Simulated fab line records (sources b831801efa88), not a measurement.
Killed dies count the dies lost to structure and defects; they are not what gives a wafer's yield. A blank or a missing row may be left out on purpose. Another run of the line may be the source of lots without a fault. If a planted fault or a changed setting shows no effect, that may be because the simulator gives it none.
fab line records	flow sky130
record: lots: 4	wafers: 12	last_day: 49
route steps=708 shown LDD_LDN@292 SPACER@304 POLY_CUT@307 SD_P@320 RES_XHIGH@332 SALICIDE@361 PAD_OPEN@708
lots with no fault: from the same line, run without faults
start_h: hours from the record's opening day to when the first of the lot's shown wafers began	wait_h: hours since the lot's step before	" unchanged from the row above	L1.1+2: several wafers, shown together as one row	- no value, or no start given	* or withheld: withheld	< > ~ a bound
route shown NAME@n: names a module that has steps shown in the file, with the first one's number in the route	usual: average and standard deviation across the fault-free wafers	same: alike in all rows	chamber/n: place in a boat	sites: per-site readings	_std_site: the values' standard deviation	_edge_site: the outer-site mean with the inner-site mean subtracted	radius_mm: how far each site lies from the wafer's centre	mask NAME#n: copy n	behind: the last tool/chamber to shape the wafer	hold: reason for holding the lot/hours on hold/outcome of the hold	device: the n, p or np transistor that did not switch	end of line: tests run on the same wafers once the route is complete	a step without rows: its recipe alone	killed: dies that structure and defects cost at the first sort, which is not the same as the wafer's yield	map: a wafer's dies, marking killed ones x, the rest . and places with no die _
set.NAME: the setting that was run; set.NAME@STEP: the one run at that earlier step	model.NAME: the simulator's own value behind a step, which no gauge read
a table for each step, a row for each wafer; lots at some steps of the route
services: when a tool's chamber went out of use (start_h, in hours from the record's first day, below 0 if earlier), for how many hours, and the reason
== steps ==
step: SKY_LDD_LDN_SOFTBAKE_03
recipe: temp_c: 90	time_s: 60	resist: NOVOLAK
step: SKY_LDD_LDN_EXPOSE_04
recipe: mask_id: LDNTM	na: 0.6	source_shape: conventional	sigma_outer: 0.6	polarization: unpolarized	target_cd_nm: 700	dose_mj: 140
step: SKY_LDD_LDN_PEB_05
recipe: temp_c: withheld	time_s: *	resist: NOVOLAK
step: SKY_LDD_LDN_DEVELOP_06
recipe: resist: NOVOLAK	developer: TMAH	develop_time_s: 60	dev_temp_c: 23
step: SKY_LDD_LDN_IMPLANT_08
recipe: species: As	energy_kev: 15	dose_cm2: 1.25e+13	tilt_deg: withheld	rotation_deg: 23
step: SKY_LDD_LDN_IMPLANT_09
recipe: species: As	energy_kev: 15	dose_cm2: 1.25e+13	tilt_deg: withheld	rotation_deg: 113
step: SKY_LDD_LDN_IMPLANT_10
recipe: species: As	energy_kev: 15	dose_cm2: 1.25e+13	tilt_deg: withheld	rotation_deg: 203
step: SKY_LDD_LDN_IMPLANT_11
recipe: species: As	energy_kev: 15	dose_cm2: 1.25e+13	tilt_deg: withheld	rotation_deg: 293
step: SKY_LDD_LDN_STRIP_12
recipe: chemistry: O2/N2	power_w: 1400	pressure_mtorr: 1500	platen_temp_c: withheld	o2_flow_sccm: 3000	n2_flow_sccm: 300	overash_fraction: 0.5
step: SKY_LDD_LDN_CLEAN_14
recipe: chemistry: SC1/SC2	mix: 1:4:20	temp_c: 70	time_s: 150	dry: n2_spin
step: SKY_SPACER_CVD_00
recipe: material: Si3N4	precursor: DCS/NH3	target_thk_nm: 43.1	temp_c: 770	time_s: 740	pressure_mtorr: 250
usual: spike_tc_bottom_C: 790.8/2.1	spike_tc_centre_C: 770.7/1.2	spike_tc_lower_C: 769.6/1.2	spike_tc_top_C: 786/3.7	spike_tc_upper_C: 770.9/1	susceptor_temp_C: 770.0/0.31	zone_power_lower_pct: 14.06/0.15
same: time_s: 740
lot.wafer	tool	chamber	start_h	wait_h	spike_tc_bottom_C	spike_tc_centre_C	spike_tc_lower_C	spike_tc_top_C	spike_tc_upper_C	susceptor_temp_C	zone_power_lower_pct	model.Si3N4_of_SPACER_CVD_00.thk_nm
L943.1	lpcvd-02	1	517.18	0.0	789.3	768.8	770.0	783	770.5	770.3	13.77	43.96
L943.2	"	1	"	"	788.8	770.5	769.1	783	772.0	769.9	14.06	43.9
L943.6	"	1	"	"	789.7	768.9	768.3	780	771.0	770.3	13.92	43.88
L951.1	lpcvd-02	1	602.37	0.0	788.2	769.6	768.7	781	770.0	770.2	13.99	42.58
L951.3	"	1	"	"	789.0	769.7	769.2	781	769.8	770.4	14.16	42.6
L951.6	"	1	"	"	788.9	769.6	769.5	781	770.5	770.2	13.99	42.94
L959.1	lpcvd-02	0	660.97	0.0	798.7	778.4	778.4	796	778.7	776.9	14.14	49.03
L959.2	"	0	"	"	800.5	778.5	776.8	795	776.3	777.3	14.15	48.77
L959.4	"	0	"	"	798.3	778.3	778.0	793	778.4	776.7	14.37	49.04
L960.2	lpcvd-02	1	677.44	0.0	795.7	775.2	776.4	789	777.5	777.4	14.26	49.59
L960.5	"	1	"	"	796.1	776.9	776.3	788	776.5	777.5	14.08	49.81
L960.6	"	1	"	"	795.5	777.8	776.5	789	777.6	777.6	14.17	49.45
step: SKY_SPACER_THK_MEAS_01
recipe: reads: Si3N4_of_SPACER_CVD_00
usual: SPACER_CVD_00_THK: 43.0/0.35
lot.wafer	tool	chamber	start_h	wait_h	SPACER_CVD_00_THK[nm]
L943.1	film_metro-01	-	518.39	0.0	44.0
L943.2	"	-	"	"	43.9
L943.6	"	-	"	"	43.9
L951.1	film_metro-02	-	603.58	0.0	42.6
L951.3	"	-	"	"	42.6
L951.6	"	-	"	"	42.9
L959.1	film_metro-01	-	662.18	0.0	49.1
L959.2	"	-	"	"	48.8
L959.4	"	-	"	"	49.1
L960.2	film_metro-02	-	678.65	0.0	49.6
L960.5	"	-	"	"	49.8
L960.6	"	-	"	"	49.5
step: SKY_SPACER_ETCHBACK_02
recipe: chemistry: CH3F/O2	target: Si3N4	stop_on: SiO2	source_w: 400	bias_w: 80	pressure_mtorr: 25	ch3f_flow_sccm: 40	O2_flow_sccm: 30	time_s: 46.7	target_depth_a: 450
usual: O2_flow_sccm: 30.00/0.083	drypump_motor_current_A: 5.8/0.48	oes_product_au: 0.854/0.0056	throttle_valve_pct: 10.561/0.0088
same: time_s: 46.7
lot.wafer	tool	chamber	start_h	wait_h	O2_flow_sccm	drypump_motor_current_A	oes_product_au	rf_hours_counter_h	throttle_valve_pct	model.etch.depth_nm
L943.1	rie_diel-01	1	518.45	0.1	29.94	5.1	0.865	1	10.584	43.96
L943.2	"	3	"	"	30.17	5.2	0.862	8	10.550	43.9
L943.6	"	3	"	"	30.03	5.2	0.857	-	10.558	43.88
L951.1	rie_diel-01	2	603.64	0.1	29.87	6.1	0.850	45	10.542	42.58
L951.3	"	1	"	"	29.83	5.2	0.848	3	10.562	42.6
L951.6	"	1	"	"	29.95	5.1	0.859	-	10.563	42.94
L959.1	rie_diel-04	3	662.24	0.1	30.00	5.3	0.920	0	10.584	49.03
L959.2	"	0	"	"	30.00	6.1	0.910	19	10.559	48.77
L959.4	"	1	"	"	30.16	5.8	0.912	53	10.576	49.04
L960.2	rie_diel-01	0	678.70	0.0	30.04	5.3	0.924	10	10.563	49.59
L960.5	"	3	"	"	29.96	5.2	0.930	-	10.576	49.81
L960.6	"	0	"	"	29.90	5.3	0.926	-	10.567	49.45
step: SKY_POLY_CUT_DEHYDRATE_00
recipe: temp_c: 200	time_s: 60
step: SKY_POLY_CUT_HMDS_01
recipe: prime_time_s: 60	prime_temp_c: 120
step: SKY_POLY_CUT_COAT_02
recipe: resist: BARC	temp_c: withheld	time_s: withheld	spin_rpm: 3000	resist_thk_nm: 60
step: SKY_POLY_CUT_COAT_03
recipe: resist: KrF-thick	spin_rpm: 3000	resist_thk_nm: 450
step: SKY_POLY_CUT_SOFTBAKE_04
recipe: temp_c: 100	time_s: 90	resist: KrF-thick
step: SKY_POLY_CUT_EXPOSE_05
recipe: mask_id: NPCM	na: 0.8	source_shape: annular	sigma_inner: 0.55	sigma_outer: 0.85	target_cd_nm: 270	dose_mj: 32
step: SKY_POLY_CUT_PEB_06
recipe: peb_temp_c: withheld	peb_time_s: withheld	resist: KrF-thick
step: SKY_POLY_CUT_DEVELOP_07
recipe: develop_time_s: 60	resist: KrF-thick	dev_temp_c: 21
step: SKY_POLY_CUT_ETCH_10
recipe: chemistry: N2/H2	target: BARC	ion_energy_ev: 200	source_w: 500	bias_w: 100	pressure_mtorr: 30	n2_flow_sccm: 100	h2_flow_sccm: 200	stop_on: SiO2	time_s: 45.9	target_depth_a: 600
step: SKY_POLY_CUT_ETCH_11
recipe: target: Si3N4	chemistry: CF4/CH2F2/Ar	stop_on: poly-Si	source_w: 600	bias_w: 150	pressure_mtorr: 40	cf4_flow_sccm: 40	ch2f2_flow_sccm: 20	Ar_flow_sccm: 150	time_s: 42.5	target_depth_a: 600
step: SKY_POLY_CUT_STRIP_12
recipe: chemistry: O2/N2	power_w: 1400	pressure_mtorr: 1500	platen_temp_c: withheld	o2_flow_sccm: 3000	n2_flow_sccm: 300	overash_fraction: 0.5
step: SKY_SD_P_DEHYDRATE_00
recipe: temp_c: 200	time_s: 60
step: SKY_SD_P_HMDS_01
recipe: prime_time_s: 60	prime_temp_c: 120
step: SKY_SD_P_COAT_02
recipe: resist: NOVOLAK	spin_rpm: 3000	resist_thk_nm: 1140
step: SKY_SD_P_SOFTBAKE_03
recipe: temp_c: 90	time_s: 60	resist: NOVOLAK
step: SKY_SD_P_EXPOSE_04
recipe: mask_id: PSDM	na: 0.6	source_shape: conventional	sigma_outer: 0.6	polarization: unpolarized	target_cd_nm: 380	dose_mj: 138
step: SKY_SD_P_PEB_05
recipe: temp_c: withheld	time_s: *	resist: NOVOLAK
step: SKY_SD_P_DEVELOP_06
recipe: resist: NOVOLAK	developer: TMAH	develop_time_s: 60	dev_temp_c: 23
step: SKY_SD_P_IMPLANT_09
recipe: species: BF2	energy_kev: 20	dose_cm2: 3e+15	tilt_deg: 0
step: SKY_SD_P_STRIP_10
recipe: chemistry: O2/N2	power_w: 1400	pressure_mtorr: 1500	platen_temp_c: withheld	o2_flow_sccm: 3000	n2_flow_sccm: 300	overash_fraction: 0.5
step: SKY_RES_XHIGH_DEHYDRATE_00
recipe: temp_c: 200	time_s: 60
step: SKY_RES_XHIGH_HMDS_01
recipe: prime_time_s: 60	prime_temp_c: 120
step: SKY_SALICIDE_CLEAN_00
recipe: chemistry: HF-last	time_s: 30	dilution: 100:1	dry: ipa_marangoni
same: time_s: 30
lot.wafer	tool	chamber	start_h	wait_h	model.Si3N4_of_SPACER_CVD_00.thk_nm
L943.1	wet_bench-04	1	638.05	0.1	42.97
L943.2	"	1	"	"	42.92
L943.6	"	1	"	"	42.88
L951.1	wet_bench-02	3	718.59	0.1	41.6
L951.3	"	3	"	"	41.62
L951.6	"	3	"	"	41.95
L959.1	wet_bench-02	3	774.18	0.1	48.07
L959.2	"	3	"	"	47.81
L959.4	"	3	"	"	48.08
L960.2	wet_bench-01	1	789.99	0.1	48.61
L960.5	"	1	"	"	48.83
L960.6	"	1	"	"	48.48
step: SKY_PAD_OPEN_PROBE_99
usual: killed_at_M0_to_M3: 43/6.7	killed_at_M4_up: 3.2/1.8	killed_at_contacts: 24/4.8	killed_at_front_end: 16/4.2	killed_at_other: 0.3/0.56	killed_dies: 86/8.5	killed_open: 47/6.7	killed_short: 39/6
same: gross_dies: 492	killed_at_back_side: 0
lot.wafer	tool	chamber	start_h	wait_h	killed_at_M0_to_M3	killed_at_M4_up	killed_at_contacts	killed_at_front_end	killed_at_other	killed_dies	killed_open	killed_short	model.etest.pfet_01v8.r_on_ohm_um	model.etest.nfet_g5v0d10v5.r_on_ohm_um	model.etest.sonos_uncharged.r_on_ohm_um	model.etest.pfet_01v8.drive_ua_um	model.etest.pfet_01v8_hvt.drive_ua_um	model.etest.sram_pfet_latch.drive_ua_um	model.etest.ring_1v8.delay_ps	model.etest.pfet_01v8.off_log10_a_um
L943.1	prober-01	-	1065.72	0.1	49	1	24	13	1	88	55	33	2912	1918	812.4	193.6	142.2	140.4	21.02	-9.907
L943.2	prober-01	-	1065.77	0.1	36	3	22	22	0	83	48	34	2945	1910	827.5	185.5	139.2	138.3	21.82	-10.15
L943.6	prober-01	-	1065.97	0.2	32	1	28	17	0	78	44	34	2899	1894	810.6	194.7	143.4	139.2	20.82	-9.752
L951.1	prober-01	-	1126.85	0.1	47	1	19	12	0	79	41	38	2918	1924	797.5	190	141	140.9	21.5	-9.56
L951.3	prober-01	-	1126.95	0.2	42	5	24	8	0	79	46	33	2900	1882	793.2	194.4	144.4	140.8	21.09	-9.664
L951.6	prober-01	-	1127.10	0.2	50	10	22	8	0	90	56	34	2914	1875	803.5	193.4	142.2	141.2	21.09	-9.489
L959.1	prober-01	-	1163.70	0.1	34	1	22	12	0	69	45	24	3198	1923	842.8	173.2	127.5	128.4	22.81	-11.08
L959.2	prober-01	-	1163.75	0.1	43	5	30	15	1	94	50	44	3146	1934	846.8	177.4	129.8	127.7	22.52	-10.79
L959.4	prober-01	-	1163.85	0.2	50	2	30	17	0	99	57	42	3169	1926	858.2	172.6	127.8	126.2	22.98	-11.11
L960.2	prober-02	-	1172.87	0.1	42	2	27	16	0	87	53	34	3006	1925	837.6	188.5	140.3	139.3	21.27	-9.738
L960.5	prober-02	-	1173.02	0.2	39	4	29	22	0	94	43	51	3009	1926	828.5	186.8	137.1	136.4	21.29	-9.713
L960.6	prober-02	-	1173.07	0.2	37	0	32	13	0	82	49	33	2986	1902	833.2	188.1	141.9	140.5	21.35	-9.549
killed by level:class
L943.1 VIA1:geometric_particle:open=13 CONTACT:geometric_particle:open=12 VIA2:geometric_particle:open=8 VIA3:geometric_particle:open=7 LI_CONTACT:geometric_particle:open=6 METAL2:geometric_particle:short=5 FIELD_ISO:geometric_particle:short=4 FIELD_ISO:geometric_particle:open=4
L943.2 CONTACT:geometric_particle:open=9 FIELD_ISO:geometric_particle:open=7 LI_CONTACT:geometric_particle:open=7 VIA2:geometric_particle:open=7 FIELD_ISO:geometric_particle:short=6 VIA1:geometric_particle:open=6 METAL2:geometric_particle:short=6 VIA3:geometric_particle:short=4
L943.6 LI_CONTACT:geometric_particle:open=11 VIA1:geometric_particle:open=11 CONTACT:geometric_particle:open=10 FIELD_ISO:geometric_particle:short=7 METAL2:geometric_particle:short=5 VIA2:geometric_particle:open=4 CONTACT:geometric_particle:short=3 METAL1:geometric_particle:short=3
L951.1 VIA1:geometric_particle:open=11 CONTACT:geometric_particle:open=8 VIA1:geometric_particle:short=8 METAL1:geometric_particle:short=7 METAL2:geometric_particle:short=5 LI_CONTACT:geometric_particle:open=4 LI_CONTACT:geometric_particle:short=4 VIA3:geometric_particle:open=4
L951.3 VIA1:geometric_particle:open=9 LI_CONTACT:geometric_particle:open=8 VIA3:geometric_particle:open=7 CONTACT:geometric_particle:open=7 VIA2:geometric_particle:open=7 VIA1:geometric_particle:short=6 LOCAL_INTERCONNECT:geometric_particle:short=4 METAL1:geometric_particle:short=4
L951.6 VIA3:geometric_particle:open=16 VIA1:geometric_particle:open=12 CONTACT:geometric_particle:open=11 METAL4:geometric_particle:short=9 LI_CONTACT:geometric_particle:open=6 VIA2:geometric_particle:open=5 METAL2:geometric_particle:short=4 CONTACT:geometric_particle:short=3
L959.1 VIA1:geometric_particle:open=10 CONTACT:geometric_particle:open=9 VIA2:geometric_particle:open=8 CONTACT:geometric_particle:short=6 POLY_GATE:geometric_particle:short=5 VIA3:geometric_particle:open=5 VIA1:geometric_particle:short=4 FIELD_ISO:geometric_particle:open=3
L959.2 CONTACT:geometric_particle:open=9 LI_CONTACT:geometric_particle:open=8 VIA1:geometric_particle:open=8 CONTACT:geometric_particle:short=7 METAL2:geometric_particle:short=7 VIA2:geometric_particle:open=6 VIA3:geometric_particle:open=5 POLY_GATE:geometric_particle:short=4
L959.4 VIA1:geometric_particle:open=15 CONTACT:geometric_particle:short=10 VIA3:geometric_particle:open=10 LI_CONTACT:geometric_particle:open=8 CONTACT:geometric_particle:open=7 VIA1:geometric_particle:short=6 POLY_GATE:geometric_particle:short=5 VIA2:geometric_particle:open=5
L960.2 CONTACT:geometric_particle:open=14 VIA1:geometric_particle:open=9 VIA3:geometric_particle:open=8 VIA2:geometric_particle:open=7 LI_CONTACT:geometric_particle:open=6 VIA1:geometric_particle:short=5 VIA2:geometric_particle:short=5 CONTACT:geometric_particle:short=5
L960.5 CONTACT:geometric_particle:open=11 CONTACT:geometric_particle:short=7 VIA1:geometric_particle:open=7 VIA1:geometric_particle:short=6 POLY_GATE:geometric_particle:short=5 METAL1:geometric_particle:short=5 METAL2:geometric_particle:short=5 VIA3:geometric_particle:short=5
L960.6 VIA1:geometric_particle:open=12 LI_CONTACT:geometric_particle:open=10 CONTACT:geometric_particle:short=10 CONTACT:geometric_particle:open=8 METAL2:geometric_particle:short=6 VIA3:geometric_particle:open=4 VIA2:geometric_particle:open=4 FIELD_ISO:geometric_particle:open=3
== services ==
tool	chamber	start_h	hours	kind
rie_diel-04	1	499.22	6.4	repair
rie_diel-04	3	592.74	7.9	repair
rie_diel-04	0	597.30	23.7	repair
rie_diel-01	-	597.57	0.9	repair
rie_diel-01	3	609.34	2.6	repair
lpcvd-02	-	609.68	0.3	repair
rie_diel-04	3	628.36	5.4	repair
rie_diel-04	3	633.74	-	clean
rie_diel-04	3	633.74	13.3	scheduled_down
rie_diel-04	3	633.74	13.3	vent_cycle
rie_diel-04	1	709.41	-	clean
rie_diel-04	1	709.41	18.0	scheduled_down
rie_diel-04	1	709.41	18.0	vent_cycle
rie_diel-01	2	720.23	-	clean
rie_diel-01	2	720.23	20.3	scheduled_down
rie_diel-01	2	720.23	20.3	vent_cycle
rie_diel-04	2	749.00	16.7	repair
rie_diel-01	3	760.77	5.7	repair
rie_diel-04	2	771.32	3.8	repair
rie_diel-01	3	788.17	11.7	repair
== key ==
first_sign: step: SKY_SPACER_CVD_00	reading: susceptor_temp_C	direction: up	sigmas: 23	usual: *	struck: *
effect: step: SKY_SPACER_CVD_00	reading: spike_tc_upper_C	direction: up	sigmas: 6.5	usual: 770.9	struck: 777.5
effect: step: SKY_SPACER_THK_MEAS_01	reading: SPACER_CVD_00_THK	direction: up	sigmas: 18	usual: 43.0	struck: 49.3
effect: step: SKY_SPACER_ETCHBACK_02	reading: oes_product_au	direction: up	sigmas: 12	usual: 0.854	struck: 0.920
model_effect: step: SKY_SPACER_CVD_00	value: Si3N4_of_SPACER_CVD_00.thk_nm	without: 43.07	struck: 49.28
model_effect: step: SKY_SPACER_ETCHBACK_02	value: etch.depth_nm	without: 43.07	struck: 49.28
model_effect: step: SKY_SALICIDE_CLEAN_00	value: Si3N4_of_SPACER_CVD_00.thk_nm	without: 42.1	struck: 48.31
model_effect: step: SKY_PAD_OPEN_PROBE_99	value: etest.pfet_01v8.r_on_ohm_um	without: 2894	struck: 3086
met_at SKY_SPACER_CVD_00
struck_wafers L959.1,L959.2,L959.4,L960.2,L960.5,L960.6
tester_left_out L959,L960
onset_between 602.37 660.97
fault: kind: process_parameter_drift	tool: lpcvd-02	chamber: -	onset_h: 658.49	steps: SKY_SPACER_CVD_00	channel: temp_c	offset: *	shape: step	end_h: 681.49	acts_in: *	stated: *
tester_left_out: of these lots the tester's yield and bins aren't shown, on N5 and GAA mostly nor the transistor test; their killed dies are dies lost to structure and defects alone, not to doping, threshold or leakage, so they don't give the yield
